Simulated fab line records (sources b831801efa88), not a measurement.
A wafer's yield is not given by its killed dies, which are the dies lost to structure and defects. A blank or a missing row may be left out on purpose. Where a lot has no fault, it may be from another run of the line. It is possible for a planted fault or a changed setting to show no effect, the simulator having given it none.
Chamber matching | flow gf180mcu | 4 sister chambers for GF_V1_ETCH_16 on rie-diel-03
The step etches BARC in N2/H2. 7 wafers are shown with their chamber, then 6 later ones without.

## WAFERS WITH THEIR CHAMBER
wafer  | chamber | drypump-motor-current-A (A) | throttle-valve-pct (%)
L268.6 | 1       | 5.5                         | 13.210
L270.6 | 0       | 5.0                         | 13.218
L269.1 | 0       | 5.1                         | 13.233
L269.3 | 2       | 5.6                         | 13.217
L269.6 | 2       | 5.6                         | 13.226
L272.4 | 3       | 5.5                         | 13.232
L272.5 | 3       | 5.5                         | 13.213

## WAFERS WHOSE CHAMBER IS MISSING
wafer  | drypump-motor-current-A (A) | throttle-valve-pct (%)
L272.6 | 5.0                         | 13.249
L282.3 | 5.6                         | 13.228
L282.6 | 5.1                         | 13.230
L284.1 | 5.5                         | 13.248
L284.3 | 5.6                         | 13.230
L284.6 | 5.5                         | 13.213

## WHICH CHAMBER EACH WENT THROUGH
wafer  | from the rows above          | in truth
L272.6 | 0                            | 0
L282.3 | can't be placed: 2 or 3      | 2
L282.6 | 0                            | 0
L284.1 | can't be placed: 3 or 2 or 1 | 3
L284.3 | can't be placed: 2 or 3      | 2
L284.6 | can't be placed: 1 or 3      | 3
2 of 6 placed correctly. These rows do not allow placing 4 (true chamber among the candidates in 4). 0 placed wrongly.
How it was worked out, from the rows above alone: a wafer's distance from a chamber is the root of the sum, over the readings, of the square of ((its reading less the chamber's mean) divided by the reading's scatter). If the next closest chamber is less than 2 further off than the closest, the wafer can't be placed; otherwise it belongs to the closest. The mean given for a chamber averages the wafers shown for that chamber. The scatter: the root of (the sum of the squares of (reading less its chamber's mean) over the shown wafers, divided by (wafers less chambers)).
